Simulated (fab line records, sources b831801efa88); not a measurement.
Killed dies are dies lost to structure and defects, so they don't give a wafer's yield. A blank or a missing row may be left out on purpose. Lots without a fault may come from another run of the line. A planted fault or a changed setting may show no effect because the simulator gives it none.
A struck lot beside a sound one | flow sfq_line | 15 steps out of a route of 325
Sound: wafers L935.1, L935.2, L935.6. Struck: wafer L943.2. (L943.5 of the same lot was not struck and is left out.) The cause comes at the end.
At each step with rows: each side's tool, then ch and its chambers, then its first start. Under that, the readings that differ: sound wafers | struck wafers | difference of the means | sigmas: that difference in standard deviations of wafers without a fault.
alike: readings whose means differ by less than 2 such deviations, and words and numbers that are the same on both sides. not compared: withheld readings, readings that some wafer has no value for, bounds like >300 that may hide the same value, and numbers for which the record gives no deviation and whose values overlap.
The two part at a step that has a row with sigmas, a row that says differs or no value, or rows on one side only. Numbers that don't overlap but have no deviation are shown without sigmas and don't part them. A reading that every wafer of one side lacks parts them only if that side has two wafers or more.

first, 1 step without rows for these wafers: SFQ_TRILAYER_M1_STRIP_SOLV_CLEAN_044 (cleans in NMP, time 600 s).
SFQ_TRILAYER_I1_DEP_PECVD_045: deposits SiO2 from SiH4/N2O, time 111.11 s, target thk 500 nm.
  sound on pecvd-04 ch 1,2, day 26 09:29; struck on pecvd-02 ch 2, day 27 07:20
  reading                | sound          | struck | difference | sigmas
  throttle_valve_pct (%) | 24.0 22.6 22.4 | 27.4   | +4.4       | +3
  alike: heater_power_w
SFQ_TRILAYER_I1_CMP_CMP_046: polishes SiO2.
  sound on cmp-02 ch 0,1,3, day 26 12:47; struck on cmp-02 ch 0, day 27 09:39
  alike: edge_zone_pressure_frac, motor_current_A, slurry_flow_ml_min, time_to_endpoint_s
SFQ_I1_BOW_MEAS_912:
  sound on film_metro-04, day 26 14:47; struck on film_metro-04, day 27 12:40
  alike: I1_BOW
SFQ_TRILAYER_I1_METRO_MEASURE_047:
  sound on film_metro-04, day 26 14:54; struck on film_metro-04, day 27 12:58
  alike: thk_nm
then, 6 steps without rows for these wafers: SFQ_TRILAYER_I1_VIA_LITHO_COAT_054 (resist thk 62 nm); SFQ_TRILAYER_I1_VIA_LITHO_COAT_049 (resist thk 650 nm); SFQ_TRILAYER_I1_VIA_LITHO_SOFTBAKE_053; SFQ_TRILAYER_I1_VIA_LITHO_EXPOSE_050 (exposes mask I1, target cd 500 nm); SFQ_TRILAYER_I1_VIA_LITHO_PEB_052 (peb time 60 s); SFQ_TRILAYER_I1_VIA_LITHO_DEVELOP_051 (time 60 s).
-- the record jumps here: 7 days lie between the struck wafers' starts before and after --
SFQ_I1_OVL_MEAS_913:
  sound on overlay-01, day 33 09:28; struck on overlay-02, day 34 02:23
  reading     | sound   | struck | difference | sigmas
  I1_OVL (nm) | -5 -2 0 | -17    | -15        | -2
SFQ_TRILAYER_I1_VIA_BARC_OPEN_VIA_ETCH_071: etches BARC in O2, target depth 125 nm, time 41.7 s.
  sound on rie_diel-04 ch 1,2,3, day 33 09:30; struck on rie_diel-04 ch 2, day 34 02:25
  reading                                                 | sound             | struck | difference | sigmas
  model.KrF_of_TRILAYER_I1_VIA_LITHO_COAT_049.thk_nm (nm) | 570.1 570.3 570.8 | 538.7  | -31.7      |
  alike: chamber_pressure_mTorr, drypump_motor_current_A, oes_product_au
  not compared: rf_hours_counter_h
SFQ_TRILAYER_I1_VIA_ETCH_VIA_ETCH_052: etches SiO2 in CHF3, stops on Nb, target depth 260 nm.
  sound on rie_diel-04 ch 1,2,3, day 33 09:32; struck on rie_diel-04 ch 2, day 34 02:28
  reading                                                 | sound             | struck | difference | sigmas
  model.KrF_of_TRILAYER_I1_VIA_LITHO_COAT_049.thk_nm (nm) | 525.7 525.2 525.9 | 492.7  | -32.9      |
  alike: chamber_pressure_mTorr, drypump_motor_current_A, oes_product_au
SFQ_TRILAYER_I1_VIA_STRIP_STRIP_053: strips in O2.
  sound on rie_metal-01 ch 0,1, day 33 09:39; struck on rie_metal-03 ch 0, day 34 02:35
  alike: chamber_pressure_mTorr, drypump_motor_current_A, oes_product_au
  not compared: rf_hours_counter_h

WHERE THEY PART
First at SFQ_TRILAYER_I1_DEP_PECVD_045; last, within this record, at SFQ_I1_OVL_MEAS_913. Later steps at which nothing parts them and some readings are alike: SFQ_TRILAYER_I1_VIA_BARC_OPEN_VIA_ETCH_071, SFQ_TRILAYER_I1_VIA_ETCH_VIA_ETCH_052, SFQ_TRILAYER_I1_VIA_STRIP_STRIP_053.

WHY: what the simulator had put in
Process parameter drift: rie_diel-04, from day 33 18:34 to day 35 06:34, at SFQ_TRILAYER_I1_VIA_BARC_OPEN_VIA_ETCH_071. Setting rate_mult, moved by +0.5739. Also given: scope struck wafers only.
